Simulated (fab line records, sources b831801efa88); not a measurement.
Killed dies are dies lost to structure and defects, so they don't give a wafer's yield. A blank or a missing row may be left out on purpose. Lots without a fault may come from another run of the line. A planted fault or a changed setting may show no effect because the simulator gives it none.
fab line records | flow sky130
record lots=13 wafers=39 last_day=50
route steps=708 shown VT_ADJUST_PCH@150 POLY_GATE@218 LDD_P@259 LDD_HVN@277 LDD_LDN@301
lots that met no fault: from a run of the same line without faults
start_h: hours from the record's first day to the start of the lot's first wafer shown | wait_h: hours since the lot's step before | " the same as in the row above | L1.1+2: a row that stands for several wafers | - no value, or no start given | * or withheld: withheld | < > ~ a bound
route shown NAME@n: a module of which the file shows steps, and the number in the route of the first | usual: mean/standard deviation of fault-free wafers | same: alike in all rows | chamber/n: place in a boat | sites: the reading at each site | _std_site: their standard deviation | _edge_site: outer sites' mean less inner sites' | radius_mm: how far each site lies from the wafer's centre | mask NAME#n: copy n | behind: the tool/chamber that last shaped the wafer | hold: why the lot was held/for how many hours/how that ended | device: the transistor (n, p or np) that didn't switch | end of line: the same wafers' tests at the end of the route | a step without rows: its recipe alone | killed: dies lost to structure and defects at the first sort, not the wafer's yield | map: a wafer's dies, x killed, . not, _ none there
set.NAME: the setting as run; set.NAME@STEP: as run at that earlier step | model.NAME: the simulator's own value behind a step, which no gauge read
steps of the route over a sample of lots; a table a step, a row a wafer
services: from which hour (start_h, from the record's first day; less than 0 if before it) a tool's chamber was out of use, for how many hours, and why
## steps
# step SKY_VT_ADJUST_PCH_OVL_MEAS_07
# usual VT_ADJUST_PCH_OVL=-0.2/1.4
# columns lot.wafer tool chamber start_h wait_h VT_ADJUST_PCH_OVL[nm]
L806.3 overlay-02 - 227.84 - 0.9
L806.4 " - " " 2.9
L806.5 " - " " 1.7
L807.1 overlay-02 - 238.25 - 0.8
L807.2 " - " " -0.1
L807.6 " - " " 1.0
L809.1 overlay-01 - 248.22 - -3.4
L809.2 " - " " 0.4
L809.3 " - " " 0.0
L812.1 overlay-01 - 292.02 - -0.3
L812.3 " - " " -2.6
L812.4 " - " " -1.2
L811.1 overlay-02 - 292.11 - -0.5
L811.3 " - " " -1.0
L811.4 " - " " -0.4
L819.1 overlay-01 - 343.71 - -1.1
L819.4 " - " " 1.0
L819.5 " - " " -1.5
L820.2 overlay-01 - 359.43 - -1.8
L820.5 " - " " -1.0
L820.6 " - " " -0.6
L823.3 overlay-01 - 374.87 - -1.6
L823.4 " - " " -2.1
L823.5 " - " " -1.3
L822.1 overlay-01 - 376.12 - 0.0
L822.3 " - " " 0.7
L822.5 " - " " -0.8
L825.1 overlay-02 - 398.47 - -0.3
L825.4 " - " " 0.9
L825.5 " - " " -0.4
L826.3 overlay-01 - 402.72 - -1.0
L826.4 " - " " 1.6
L826.5 " - " " 0.6
L827.1 overlay-01 - 407.56 - -1.8
L827.3 " - " " -1.3
L827.5 " - " " -2.6
L828.1 overlay-02 - 407.91 - -0.5
L828.2 " - " " 1.1
L828.3 " - " " 0.0
# step SKY_POLY_GATE_THK_MEAS_04
# recipe reads=Si3N4_of_POLY_GATE_CVD_03
# usual POLY_GATE_CVD_03_THK=75.3/0.68
# columns lot.wafer tool chamber start_h wait_h POLY_GATE_CVD_03_THK[nm]
L806.3 film_metro-02 - 346.06 0.0 74.5
L806.4 " - " " 74.4
L806.5 " - " " 74.4
L807.1 film_metro-04 - 354.04 0.0 75.2
L807.2 " - " " 75.5
L807.6 " - " " 74.7
L809.1 film_metro-02 - 365.38 0.0 75.4
L809.2 " - " " 75.3
L809.3 " - " " 75.7
L812.1 film_metro-04 - 415.57 0.0 75.3
L812.3 " - " " 75.2
L812.4 " - " " 76.2
L811.1 film_metro-02 - 416.93 0.0 76.0
L811.3 " - " " 75.4
L811.4 " - " " 76.2
L819.1 film_metro-04 - 478.42 0.0 75.1
L819.4 " - " " 74.1
L819.5 " - " " 74.3
L820.2 film_metro-03 - 499.04 0.0 74.4
L820.5 " - " " 74.3
L820.6 " - " " 74.5
L823.3 film_metro-04 - 511.79 0.0 75.9
L823.4 " - " " 75.7
L823.5 " - " " 75.1
L822.1 film_metro-03 - 511.80 0.0 77.1
L822.3 " - " " 76.3
L822.5 " - " " 76.4
L825.1 film_metro-03 - 538.78 0.0 75.6
L825.4 " - " " 76.2
L825.5 " - " " 76.0
L827.1 film_metro-02 - 542.39 0.0 74.2
L827.3 " - " " 74.7
L827.5 " - " " 74.5
L826.3 film_metro-04 - 542.41 0.0 75.2
L826.4 " - " " 75.5
L826.5 " - " " 75.3
L828.1 film_metro-03 - 552.67 0.1 74.8
L828.2 " - " " 74.6
L828.3 " - " " 74.6
# step SKY_LDD_P_EXPOSE_04
# recipe mask_id=PSDM na=0.6 source_shape=conventional sigma_outer=0.6 polarization=unpolarized target_cd_nm=380 dose_mj=138
# usual stage_vel_mm_s=500.01/0.25
# columns lot.wafer tool chamber start_h wait_h mask stage_vel_mm_s
L806.3 iline_stepper-01 0 421.02 - PSDM#0 500.02
L806.4 " 0 " " PSDM#0 499.77
L806.5 " 0 " " PSDM#0 500.32
L807.1 iline_stepper-02 0 431.05 - PSDM#0 499.99
L807.2 " 0 " " PSDM#0 500.17
L807.6 " 0 " " PSDM#0 500.14
L809.1 iline_stepper-01 0 441.90 - PSDM#0 500.14
L809.2 " 0 " " PSDM#0 499.99
L809.3 " 0 " " PSDM#0 500.04
L812.1 iline_stepper-01 0 495.68 - HVNTM#0 500.01
L812.3 " 0 " " HVNTM#0 500.02
L812.4 " 0 " " HVNTM#0 499.65
L811.1 iline_stepper-01 0 495.80 - PSDM#0 499.63
L811.3 " 0 " " PSDM#0 499.68
L811.4 " 0 " " PSDM#0 499.74
L819.1 iline_stepper-01 0 555.47 - PSDM#0 500.34
L819.4 " 0 " " PSDM#0 500.33
L819.5 " 0 " " PSDM#0 500.10
L820.2 iline_stepper-01 0 579.24 - PSDM#0 500.43
L820.5 " 0 " " PSDM#0 499.86
L820.6 " 0 " " PSDM#0 500.00
L823.3 iline_stepper-02 0 590.99 - PSDM#0 500.08
L823.4 " 0 " " PSDM#0 499.83
L823.5 " 0 " " PSDM#0 499.63
L822.1 iline_stepper-01 0 592.29 - PSDM#0 500.16
L822.3 " 0 " " PSDM#0 500.02
L822.5 " 0 " " PSDM#0 500.20
L825.1 iline_stepper-01 0 615.13 - PSDM#0 500.02
L825.4 " 0 " " PSDM#0 500.39
L825.5 " 0 " " PSDM#0 500.30
L826.3 iline_stepper-02 0 620.06 - PSDM#0 499.88
L826.4 " 0 " " PSDM#0 500.27
L826.5 " 0 " " PSDM#0 499.92
L827.1 iline_stepper-02 0 621.40 - PSDM#0 499.95
L827.3 " 0 " " PSDM#0 499.81
L827.5 " 0 " " PSDM#0 500.04
L828.1 iline_stepper-01 0 632.27 - PSDM#0 499.92
L828.2 " 0 " " PSDM#0 499.67
L828.3 " 0 " " PSDM#0 500.24
# step SKY_LDD_P_CD_MEAS_07
# recipe target_cd_nm=380
# usual cd_nm=380.5/2.2
# columns lot.wafer tool chamber start_h wait_h cd_nm
L806.3 cd_sem-02 - 436.50 0.1 380.1
L806.4 " - " " 378.9
L806.5 " - " " 379.4
L807.1 cd_sem-01 - 446.27 0.1 384.8
L807.2 " - " " 383.2
L807.6 " - " " 381.4
L809.1 cd_sem-02 - 456.15 0.1 377.5
L809.2 " - " " 380.0
L809.3 " - " " 382.4
L812.1 cd_sem-01 - 510.27 0.1 -
L812.3 " - " " -
L812.4 " - " " -
L811.1 cd_sem-01 - 510.57 0.1 381.7
L811.3 " - " " 381.1
L811.4 " - " " 384.6
L819.1 cd_sem-02 - 571.42 0.1 377.4
L819.4 " - " " 377.3
L819.5 " - " " 379.8
L820.2 cd_sem-02 - 594.20 0.1 379.3
L820.5 " - " " 377.3
L820.6 " - " " 376.3
L823.3 cd_sem-02 - 605.49 0.1 378.1
L823.4 " - " " 381.3
L823.5 " - " " 380.1
L822.1 cd_sem-01 - 606.70 0.1 380.9
L822.3 " - " " 380.0
L822.5 " - " " 380.5
L825.1 cd_sem-02 - 629.95 0.1 379.8
L825.4 " - " " 382.5
L825.5 " - " " 378.0
L826.3 cd_sem-01 - 633.85 0.1 377.4
L826.4 " - " " 377.2
L826.5 " - " " 376.5
L827.1 cd_sem-02 - 636.01 0.1 379.6
L827.3 " - " " 379.3
L827.5 " - " " 381.4
L828.1 cd_sem-01 - 646.11 0.1 381.4
L828.2 " - " " 379.2
L828.3 " - " " 382.6
# step SKY_LDD_P_TW_MEAS_11
# usual LDD_P_TW=638/3.5
# columns lot.wafer tool chamber start_h wait_h LDD_P_TW
L806.3 film_metro-01 - 436.88 0.1 637
L806.4 " - " " 634
L806.5 " - " " 638
L807.1 film_metro-03 - 446.68 0.1 640
L807.2 " - " " 643
L807.6 " - " " 641
L809.1 film_metro-02 - 456.55 0.1 637
L809.2 " - " " 637
L809.3 " - " " 638
L812.1 film_metro-03 - 510.68 0.1 30
L812.3 " - " " 30
L812.4 " - " " 30
L811.1 film_metro-01 - 510.98 0.1 642
L811.3 " - " " 637
L811.4 " - " " 638
L819.1 film_metro-02 - 571.83 0.1 643
L819.4 " - " " 637
L819.5 " - " " 637
L820.2 film_metro-03 - 594.60 0.1 633
L820.5 " - " " 628
L820.6 " - " " 630
L823.3 film_metro-03 - 605.87 0.1 633
L823.4 " - " " 637
L823.5 " - " " 637
L822.1 film_metro-03 - 607.10 0.1 641
L822.3 " - " " 636
L822.5 " - " " 636
L825.1 film_metro-01 - 630.35 0.1 636
L825.4 " - " " 636
L825.5 " - " " 637
L826.3 film_metro-03 - 634.23 0.1 635
L826.4 " - " " 632
L826.5 " - " " 633
L827.1 film_metro-01 - 636.41 0.1 637
L827.3 " - " " 636
L827.5 " - " " 638
L828.1 film_metro-02 - 646.51 0.1 641
L828.2 " - " " 637
L828.3 " - " " 636
# step SKY_LDD_HVN_TW_MEAS_10
# usual LDD_HVN_TW=1434/7.7
# columns lot.wafer tool chamber start_h wait_h LDD_HVN_TW
L806.3 film_metro-02 - 467.25 0.1 1443
L806.4 " - " " 1448
L806.5 " - " " 1448
L807.1 film_metro-04 - 476.68 0.1 1437
L807.2 " - " " 1440
L807.6 " - " " 1435
L809.1 film_metro-03 - 486.26 0.1 1433
L809.2 " - " " 1435
L809.3 " - " " 1435
L812.1 film_metro-02 - 541.23 0.1 1472
L812.3 " - " " 1470
L812.4 " - " " 1468
L811.1 film_metro-03 - 541.76 0.1 1434
L811.3 " - " " 1434
L811.4 " - " " 1440
L819.1 film_metro-03 - 600.11 0.1 1430
L819.4 " - " " 1422
L819.5 " - " " 1430
L820.2 film_metro-03 - 624.56 0.1 1426
L820.5 " - " " 1427
L820.6 " - " " 1427
L823.3 film_metro-03 - 635.18 0.1 1424
L823.4 " - " " 1426
L823.5 " - " " 1434
L822.1 film_metro-04 - 637.21 0.1 1443
L822.3 " - " " 1436
L822.5 " - " " 1435
L825.1 film_metro-03 - 659.33 0.1 1425
L825.4 " - " " 1423
L825.5 " - " " 1417
L826.3 film_metro-02 - 663.33 0.1 1426
L826.4 " - " " 1432
L826.5 " - " " 1436
L827.1 film_metro-04 - 664.83 0.1 1441
L827.3 " - " " 1437
L827.5 " - " " 1436
L828.1 film_metro-04 - 674.56 0.1 1442
L828.2 " - " " 1438
L828.3 " - " " 1432
# step SKY_LDD_LDN_STRIP_12
# recipe chemistry=O2/N2 power_w=1400 pressure_mtorr=1500 platen_temp_c=withheld o2_flow_sccm=3000 n2_flow_sccm=300 overash_fraction=0.5
# usual drypump_motor_current_A=5.6/0.3 oes_product_au=0.716/0.0042 strip_time_to_endpoint_s=14.19/0.045
# same overash_fraction=0.5
# columns lot.wafer tool chamber start_h wait_h drypump_motor_current_A oes_product_au rf_hours_counter_h strip_time_to_endpoint_s
L806.3 plasma_asher-04 0 526.73 0.1 5.8 0.725 - 14.07
L806.4 " 1 " " 5.8 0.719 - 14.11
L806.5 " 0 " " 5.9 0.713 - 14.18
L807.1 plasma_asher-04 1 537.29 0.1 5.8 0.719 81 14.16
L807.2 " 0 " " 5.8 0.714 81 14.15
L807.6 " 0 " " 5.8 0.719 - 14.12
L809.1 plasma_asher-04 0 548.44 0.1 5.8 0.717 82 14.21
L809.2 " 1 " " 5.8 0.713 82 14.22
L809.3 " 0 " " 5.8 0.714 - 14.23
L812.1 plasma_asher-04 0 601.35 0.1 5.8 0.705 87 14.29
L812.3 " 1 " " 5.8 0.725 - 14.29
L812.4 " 0 " " 5.8 0.718 - 14.25
L811.1 plasma_asher-03 0 601.58 0.1 5.4 0.719 48 14.14
L811.3 " 0 " " 5.4 0.717 - 14.22
L811.4 " 1 " " 5.5 0.722 - 14.26
L819.1 plasma_asher-02 1 658.18 0.1 5.0 0.713 23 14.18
L819.4 " 0 " " 6.0 0.719 - 14.20
L819.5 " 0 " " 6.0 0.715 - 14.13
L820.2 plasma_asher-04 1 682.30 0.1 5.8 0.712 95 14.16
L820.5 " 0 " " 5.8 0.717 - 14.20
L820.6 " 1 " " 5.8 0.717 - 14.20
L823.3 plasma_asher-03 0 692.33 0.1 5.4 0.716 - 14.17
L823.4 " 1 " " 5.5 0.721 - 14.19
L823.5 " 1 " " 5.5 0.716 - 14.21
L822.1 plasma_asher-02 0 694.18 0.1 6.0 0.719 27 14.19
L822.3 " 1 " " 5.0 0.715 - 14.19
L822.5 " 0 " " 5.9 0.720 - 14.23
L825.1 plasma_asher-04 1 714.04 0.2 5.8 0.711 98 14.15
L825.4 " 0 " " 5.8 0.725 - 14.17
L825.5 " 1 " " 5.8 0.720 - 14.16
L826.3 plasma_asher-02 0 720.17 0.1 6.0 0.719 - 14.20
L826.4 " 1 " " 5.0 0.718 - 14.18
L826.5 " 0 " " 6.0 0.713 - 14.24
L827.1 plasma_asher-04 0 721.33 0.1 5.9 0.713 99 14.11
L827.3 " 0 " " 5.9 0.716 - 14.16
L827.5 " 1 " " 5.8 0.715 - 14.09
L828.1 plasma_asher-04 0 729.98 0.1 5.9 0.720 100 14.25
L828.2 " 1 " " 5.8 0.710 100 14.21
L828.3 " 1 " " 5.8 0.721 - 14.16
## services
# columns tool chamber start_h hours kind
iline_stepper-01 - 403.83 1.7 pm
plasma_asher-02 - 421.25 9.0 pm
plasma_asher-02 0 421.25 9.0 vent_cycle
plasma_asher-02 1 421.25 9.0 vent_cycle
plasma_asher-02 0 430.25 - clean
plasma_asher-02 1 430.25 - clean
iline_stepper-02 - 504.15 0.7 repair
iline_stepper-01 0 517.67 - calibration
plasma_asher-03 - 527.98 1.9 repair
plasma_asher-02 - 532.47 2.0 repair
iline_stepper-02 0 569.77 - calibration
iline_stepper-02 - 594.62 1.7 pm
iline_stepper-01 - 622.01 1.7 pm
plasma_asher-03 - 668.13 0.4 repair
iline_stepper-02 - 716.65 10.2 repair
iline_stepper-01 0 729.73 - calibration
## key
first_sign step=SKY_LDD_P_EXPOSE_04 reading=mask direction=changed
effect step=SKY_LDD_P_CD_MEAS_07 reading=cd_nm direction=missing
effect step=SKY_LDD_P_TW_MEAS_11 reading=LDD_P_TW direction=down sigmas=99+ usual=638 struck=30
effect step=SKY_LDD_HVN_TW_MEAS_10 reading=LDD_HVN_TW direction=up sigmas=4.8 usual=1434 struck=1470
met_at SKY_LDD_P_EXPOSE_04
struck_lots L812
sort_left_out L812.1,L812.3,L812.4
tester_left_out L812
not_acting_at SKY_VT_ADJUST_PCH_OVL_MEAS_07,SKY_POLY_GATE_THK_MEAS_04,SKY_LDD_LDN_STRIP_12
onset_between 441.90 495.68
fault kind=wrong_mask tool=any chamber=- onset_h=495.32 steps=SKY_LDD_P_EXPOSE_04 aux_copy=HVNTM#0 scope=struck_lots_only
# tester_left_out: of these lots the tester's yield and bins aren't shown, on N5 and GAA mostly nor the transistor test; their killed dies are dies lost to structure and defects alone, not to doping, threshold or leakage, so they don't give the yield
# sort_left_out: the simulated sort isn't trusted on such a fault, so these wafers' sort isn't shown, and their yield isn't known
